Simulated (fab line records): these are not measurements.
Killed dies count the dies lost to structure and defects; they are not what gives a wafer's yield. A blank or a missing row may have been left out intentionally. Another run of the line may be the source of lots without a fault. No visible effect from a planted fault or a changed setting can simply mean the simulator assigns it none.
fab line records	flow gf180mcu
record lots=5	wafers=15	last-day=34
route steps=602 shown DNWELL@34 NWELL@42 LVPWELL@54 MVSD@66
lots untouched by any fault: they come from a run of this same line in which no faults occurred
start-h: hours from the record's opening day to when the first of the lot's shown wafers began	wait-h: time in hours since the lot's previous step	" repeats the value in the row above	L1.1+2: one row covering several wafers at once	- no value, or no start was given	* or withheld: withheld	< > ~ a bound
route shown NAME@n: NAME is a module with steps in the file, n the number in the route of the first one	usual: mean and standard deviation over wafers with no fault	same: alike in all rows	chamber/n: place in a boat	sites: per-site readings	_std_site: standard deviation of those values	_edge_site: mean of outer sites minus mean of inner sites	radius-mm: how far each site lies from the wafer's centre	mask NAME#n: copy n	behind: the most recent tool/chamber to have shaped the wafer	hold: what put the lot on hold/how long, in hours/how the hold closed	device: which transistor (n, p or np) failed to switch	end of line: the tests these same wafers got at the end of their route	where a step has no rows: the recipe by itself	killed: dies that structure and defects cost at the first sort, which is not the same as the wafer's yield	map: a wafer's dies, marking killed ones x, the rest . and places with no die _
set.NAME: the setting that was run; set.NAME@STEP: the one run at that earlier step	model.NAME: the simulator's own value behind a step, which no gauge read
lots at some steps of the route; a table a step, a row a wafer
services: the hour from which a tool's chamber was out of use, counted from the record's first day as start-h (under 0 if before that day), plus the number of hours and why
## steps
# step GF_DNWELL_COAT_02
# recipe spin-rpm=2000	resist-thk-nm=3000
# step GF_DNWELL_SOFTBAKE_03
# recipe temp-c=110	time-s=withheld
# step GF_DNWELL_EXPOSE_04
# recipe mask-id=DNWELL	target-cd-nm=1700	na=0.6	source-shape=conventional	sigma-outer=0.6	dose-mj=260
# step GF_DNWELL_PEB_05
# recipe temp-c=115	time-s=withheld
# step GF_DNWELL_DEVELOP_06
# recipe wall-angle-deg=90	develop-time-s=60	dev-temp-c=23
# step GF_DNWELL_IMPLANT_07
# recipe species=P	energy-kev=1500	dose-cm2=1e+13	tilt-deg=0
# step GF_DNWELL_STRIP_08
# recipe chemistry=O2/N2	power-w=1400	pressure-mtorr=1500	platen-temp-c=250	o2-flow-sccm=3000	n2-flow-sccm=300	overash-fraction=0.5
# usual chamber-pressure-mTorr=1500.0/1.4	drypump-motor-current-A=5.7/0.43	heater-power-w=360/21	n2-flow-sccm=299.9/0.99	o2-flow-sccm=3000/9.2	oes-product-au=0.722/0.0045	strip-time-to-endpoint-s=36.91/0.09
# same overash-fraction=0.5
lot.wafer	tool	chamber	start-h	wait-h	chamber-pressure-mTorr	drypump-motor-current-A	heater-power-w	n2-flow-sccm	o2-flow-sccm	oes-product-au	rf-hours-counter-h	strip-time-to-endpoint-s
L174.3	plasma-asher-02	0	41.82	0.1	1500.1	5.5	364	300.5	3007	0.721	-	36.90
L174.4	"	1	"	"	1498.2	5.1	365	299.9	2986	0.719	-	36.85
L174.5	"	0	"	"	1499.5	5.5	370	300.6	2995	0.724	-	36.86
L184.1	plasma-asher-02	0	96.83	0.1	1501.7	5.5	363	298.2	2979	0.725	31	36.75
L184.3	"	0	"	"	1499.2	5.5	373	299.6	2980	0.719	-	36.81
L184.4	"	1	"	"	1500.2	5.2	361	299.1	2981	0.715	-	36.81
L188.1	plasma-asher-04	0	116.68	0.1	1497.5	6.5	382	299.2	3011	0.716	48	36.91
L188.2	"	1	"	"	1498.0	5.5	363	299.0	3002	0.716	48	36.98
L188.5	"	1	"	"	1499.4	5.5	366	300.5	3013	0.725	-	36.96
L189.3	plasma-asher-02	1	122.31	0.1	1501.2	5.2	359	299.2	3011	0.730	-	36.91
L189.4	"	0	"	"	1499.1	5.5	366	300.0	3011	0.723	-	36.98
L189.5	"	1	"	"	1499.5	5.2	366	298.1	3014	0.720	-	37.00
L197.2	plasma-asher-04	0	166.18	0.1	1501.2	6.5	384	301.0	3002	0.720	53	36.82
L197.3	"	0	"	"	1498.3	6.5	390	300.7	3005	0.712	-	36.84
L197.5	"	1	"	"	1502.3	5.5	369	300.1	2996	0.721	-	36.89
# step GF_DNWELL_TW_MEAS_09
# usual DNWELL_TW=1349/5.7
lot.wafer	tool	chamber	start-h	wait-h	DNWELL_TW
L174.3	film-metro-02	-	41.90	0.1	1351
L174.4	"	-	"	"	1356
L174.5	"	-	"	"	1355
L184.1	film-metro-02	-	96.93	0.1	1340
L184.3	"	-	"	"	1346
L184.4	"	-	"	"	1347
L188.1	film-metro-02	-	116.78	0.1	1369
L188.2	"	-	"	"	1355
L188.5	"	-	"	"	1360
L189.3	film-metro-01	-	122.40	0.1	1345
L189.4	"	-	"	"	1356
L189.5	"	-	"	"	1347
L197.2	film-metro-03	-	166.29	0.1	1342
L197.3	"	-	"	"	1348
L197.5	"	-	"	"	1347
# step GF_NWELL_DEHYDRATE_00
# recipe temp-c=200	time-s=60
# step GF_NWELL_HMDS_01
# recipe prime-time-s=60	prime-temp-c=120
# step GF_NWELL_COAT_02
# recipe spin-rpm=2000	resist-thk-nm=3000
# step GF_NWELL_SOFTBAKE_03
# recipe temp-c=110	time-s=withheld
# step GF_NWELL_EXPOSE_04
# recipe mask-id=Nwell	target-cd-nm=860	na=0.6	source-shape=conventional	sigma-outer=0.6	dose-mj=260
lot.wafer	tool	chamber	start-h	wait-h	mask
L174.3+4+5	iline-stepper-02	0	48.66	-	Nwell#0
L184.1+3+4	iline-stepper-01	0	104.37	-	Nwell#0
L188.1+2+5	iline-stepper-02	0	123.92	-	LVPWELL#0
L189.3+4+5	iline-stepper-01	0	129.66	-	Nwell#0
L197.2+3+5	iline-stepper-02	0	175.22	-	Nwell#0
# step GF_NWELL_PEB_05
# recipe temp-c=115	time-s=withheld
# step GF_NWELL_DEVELOP_06
# recipe wall-angle-deg=90	develop-time-s=60	dev-temp-c=23
# step GF_NWELL_OVL_MEAS_07
# usual NWELL_OVL=-0.4/1.4
lot.wafer	tool	chamber	start-h	wait-h	NWELL_OVL[nm]
L174.3	overlay-02	-	54.89	-	1.7
L174.4	"	-	"	"	0.7
L174.5	"	-	"	"	0.6
L184.1	overlay-01	-	111.73	-	0.6
L184.3	"	-	"	"	1.1
L184.4	"	-	"	"	2.4
L188.1	overlay-01	-	131.23	-	-
L188.2	"	-	"	"	-
L188.5	"	-	"	"	-
L189.3	overlay-01	-	136.99	-	-0.8
L189.4	"	-	"	"	0.4
L189.5	"	-	"	"	-1.0
L197.2	overlay-02	-	182.85	-	-2.1
L197.3	"	-	"	"	0.2
L197.5	"	-	"	"	-3.2
# step GF_NWELL_IMPLANT_08
# recipe species=P	energy-kev=450	dose-cm2=1.5e+13	tilt-deg=0
# step GF_NWELL_IMPLANT_09
# recipe species=P	energy-kev=160	dose-cm2=4e+12	tilt-deg=0
# step GF_NWELL_STRIP_10
# recipe chemistry=O2/N2	power-w=1400	pressure-mtorr=1500	platen-temp-c=250	o2-flow-sccm=3000	n2-flow-sccm=300	overash-fraction=0.5
# usual chamber-pressure-mTorr=1500.2/1.3	drypump-motor-current-A=5.5/0.36	heater-power-w=329/37	n2-flow-sccm=300.2/0.9	o2-flow-sccm=3001/9.1	oes-product-au=0.722/0.0041	strip-time-to-endpoint-s=36.91/0.11
# same overash-fraction=0.5
lot.wafer	tool	chamber	start-h	wait-h	chamber-pressure-mTorr	drypump-motor-current-A	heater-power-w	n2-flow-sccm	o2-flow-sccm	oes-product-au	rf-hours-counter-h	strip-time-to-endpoint-s
L174.3	plasma-asher-02	1	55.25	0.1	1498.7	5.2	350	301.7	3020	0.727	-	37.03
L174.4	"	0	"	"	1501.5	5.5	370	298.4	2980	0.715	-	36.94
L174.5	"	0	"	"	1502.1	5.5	368	298.6	2992	0.720	-	37.10
L184.1	plasma-asher-02	1	112.07	0.1	1500.2	5.2	364	299.2	3003	0.727	33	36.96
L184.3	"	0	"	"	1503.1	5.6	373	300.4	3007	0.719	-	36.79
L184.4	"	1	"	"	1500.1	5.2	364	298.5	3008	0.721	-	36.92
L188.1	plasma-asher-02	1	131.57	0.1	1501.0	5.2	363	300.3	3005	0.719	36	36.81
L188.2	"	0	"	"	1499.7	5.5	374	299.9	2988	0.724	36	36.96
L188.5	"	1	"	"	1500.8	5.2	363	301.8	2997	0.714	-	36.89
L189.3	plasma-asher-03	0	137.35	0.1	1500.8	5.4	356	300.2	2990	0.724	-	36.81
L189.4	"	1	"	"	1501.2	5.7	305	301.4	2996	0.724	-	36.75
L189.5	"	1	"	"	1499.8	5.7	313	298.1	3000	0.723	-	36.78
L197.2	plasma-asher-03	1	183.18	0.1	1499.1	5.7	311	299.8	2999	0.725	5	36.81
L197.3	"	0	"	"	1498.6	5.5	356	299.4	3007	0.722	-	36.81
L197.5	"	1	"	"	1502.5	5.7	310	299.8	3002	0.718	-	36.88
# step GF_NWELL_TW_MEAS_11
# usual NWELL_TW=1570/9.3
lot.wafer	tool	chamber	start-h	wait-h	NWELL_TW
L174.3	film-metro-02	-	55.34	0.1	1575
L174.4	"	-	"	"	1577
L174.5	"	-	"	"	1578
L184.1	film-metro-02	-	112.17	0.1	1577
L184.3	"	-	"	"	1574
L184.4	"	-	"	"	1565
L188.1	film-metro-02	-	131.67	0.1	30
L188.2	"	-	"	"	30
L188.5	"	-	"	"	30
L189.3	film-metro-01	-	137.44	0.1	1564
L189.4	"	-	"	"	1562
L189.5	"	-	"	"	1566
L197.2	film-metro-02	-	183.29	0.1	1560
L197.3	"	-	"	"	1581
L197.5	"	-	"	"	1572
# step GF_LVPWELL_DEHYDRATE_00
# recipe temp-c=200	time-s=60
# step GF_LVPWELL_HMDS_01
# recipe prime-time-s=60	prime-temp-c=120
# step GF_LVPWELL_COAT_02
# recipe spin-rpm=2000	resist-thk-nm=3000
# step GF_LVPWELL_SOFTBAKE_03
# recipe temp-c=110	time-s=withheld
# step GF_LVPWELL_EXPOSE_04
# recipe mask-id=LVPWELL	target-cd-nm=600	na=0.6	source-shape=conventional	sigma-outer=0.6	dose-mj=260
# step GF_LVPWELL_PEB_05
# recipe temp-c=115	time-s=withheld
# step GF_LVPWELL_DEVELOP_06
# recipe wall-angle-deg=90	develop-time-s=60	dev-temp-c=23
# step GF_LVPWELL_OVL_MEAS_07
# usual LVPWELL_OVL=-0.6/1.5
lot.wafer	tool	chamber	start-h	wait-h	LVPWELL_OVL[nm]
L174.3	overlay-01	-	67.99	-	-3.0
L174.4	"	-	"	"	-3.4
L174.5	"	-	"	"	-3.8
L184.1	overlay-01	-	126.93	-	-2.8
L184.3	"	-	"	"	-1.4
L184.4	"	-	"	"	-2.8
L188.1	overlay-02	-	146.61	-	0.9
L188.2	"	-	"	"	-0.7
L188.5	"	-	"	"	0.2
L189.3	overlay-01	-	152.56	-	-1.8
L189.4	"	-	"	"	-0.9
L189.5	"	-	"	"	-1.1
L197.2	overlay-01	-	199.52	-	-0.1
L197.3	"	-	"	"	0.2
L197.5	"	-	"	"	-1.2
# step GF_LVPWELL_IMPLANT_08
# recipe species=B	energy-kev=170	dose-cm2=1.5e+13	tilt-deg=0
# step GF_LVPWELL_IMPLANT_09
# recipe species=B	energy-kev=60	dose-cm2=5e+12	tilt-deg=0
# step GF_LVPWELL_STRIP_10
# recipe chemistry=O2/N2	power-w=1400	pressure-mtorr=1500	platen-temp-c=250	o2-flow-sccm=3000	n2-flow-sccm=300	overash-fraction=0.5
# usual chamber-pressure-mTorr=1500.1/1.4	drypump-motor-current-A=5.6/0.5	heater-power-w=319/39	n2-flow-sccm=300.0/0.95	o2-flow-sccm=2999/10	oes-product-au=0.722/0.0048	strip-time-to-endpoint-s=36.93/0.1
# same overash-fraction=0.5
lot.wafer	tool	chamber	start-h	wait-h	chamber-pressure-mTorr	drypump-motor-current-A	heater-power-w	n2-flow-sccm	o2-flow-sccm	oes-product-au	rf-hours-counter-h	strip-time-to-endpoint-s
L174.3	plasma-asher-03	0	68.35	0.1	1498.9	5.4	385	298.8	2997	0.719	-	37.03
L174.4	"	1	"	"	1500.3	5.7	328	300.1	3000	0.724	-	36.98
L174.5	"	0	"	"	1496.9	5.4	393	300.4	2989	0.718	-	36.89
L184.1	plasma-asher-01	1	127.26	0.1	1498.3	6.0	299	300.3	3009	0.724	49	37.15
L184.3	"	0	"	"	1499.7	5.0	274	298.8	2975	0.721	-	37.17
L184.4	"	1	"	"	1500.6	6.1	305	300.3	2996	0.724	-	37.14
L188.1	plasma-asher-04	0	146.95	0.1	1499.8	6.5	372	299.5	3009	0.721	51	36.85
L188.2	"	1	"	"	1498.6	5.5	356	299.5	2995	0.725	51	36.92
L188.5	"	0	"	"	1502.0	6.5	381	299.0	3011	0.723	-	36.95
L189.3	plasma-asher-03	1	155.01	0.1	1501.7	5.7	301	297.8	2996	0.716	-	36.97
L189.4	"	0	"	"	1502.1	5.4	339	300.6	3019	0.722	-	37.01
L189.5	"	0	"	"	1499.5	5.4	357	300.5	3007	0.720	-	37.06
L197.2	plasma-asher-04	1	199.85	0.1	1498.6	5.5	356	300.2	3001	0.718	56	36.95
L197.3	"	0	"	"	1498.2	6.5	387	301.5	2992	0.720	-	36.95
L197.5	"	1	"	"	1499.9	5.5	359	298.8	2989	0.719	-	36.96
# step GF_LVPWELL_TW_MEAS_11
# usual LVPWELL_TW=557/4.6
lot.wafer	tool	chamber	start-h	wait-h	LVPWELL_TW
L174.3	film-metro-02	-	68.43	0.1	560
L174.4	"	-	"	"	561
L174.5	"	-	"	"	559
L184.1	film-metro-04	-	127.36	0.1	552
L184.3	"	-	"	"	553
L184.4	"	-	"	"	553
L188.1	film-metro-01	-	147.14	0.2	1592
L188.2	"	-	"	"	1602
L188.5	"	-	"	"	1596
L189.3	film-metro-02	-	155.10	0.1	559
L189.4	"	-	"	"	561
L189.5	"	-	"	"	560
L197.2	film-metro-01	-	199.96	0.1	559
L197.3	"	-	"	"	560
L197.5	"	-	"	"	563
# step GF_MVSD_DEHYDRATE_00
# recipe temp-c=200	time-s=60
## services
tool	chamber	start-h	hours	kind
plasma-asher-03	-	19.67	40.5	repair
iline-stepper-01	-	21.78	0.7	repair
plasma-asher-02	-	29.30	11.5	repair
plasma-asher-01	-	32.71	3.1	repair
iline-stepper-01	0	38.39	-	calibration
iline-stepper-02	-	43.46	1.4	repair
plasma-asher-03	-	108.80	9.0	pm
plasma-asher-03	0	108.80	9.0	vent-cycle
plasma-asher-03	1	108.80	9.0	vent-cycle
iline-stepper-02	-	112.93	1.7	pm
plasma-asher-03	0	117.80	-	clean
plasma-asher-03	1	117.80	-	clean
plasma-asher-03	-	118.79	15.6	pm
iline-stepper-01	-	132.76	1.7	pm
plasma-asher-01	-	148.85	8.4	repair
iline-stepper-01	-	152.91	9.7	repair
iline-stepper-02	0	157.87	-	calibration
## key
first-sign step=GF_NWELL_EXPOSE_04	reading=mask	direction=changed
effect step=GF_NWELL_OVL_MEAS_07	reading=NWELL_OVL	direction=missing
effect step=GF_NWELL_TW_MEAS_11	reading=NWELL_TW	direction=down	sigmas=99+	usual=1570	struck=30
effect step=GF_LVPWELL_TW_MEAS_11	reading=LVPWELL_TW	direction=up	sigmas=99+	usual=557	struck=1596
met-at GF_NWELL_EXPOSE_04
struck-wafers L188.1,L188.2,L188.5
sort-left-out L188.1,L188.2,L188.5
tester-left-out L188
onset-between 48.66 123.92
fault kind=wrong-mask	tool=any	chamber=-	onset-h=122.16	steps=GF_NWELL_EXPOSE_04	aux-copy=LVPWELL#0	scope=struck-lots-only
# tester-left-out: of these lots the tester's yield and bins aren't shown, on N5 and GAA mostly nor the transistor test; their killed dies are dies lost to structure and defects alone, not to doping, threshold or leakage, so they don't give the yield
# sort-left-out: the simulated sort isn't trusted on such a fault, so these wafers' sort isn't shown, and their yield isn't known
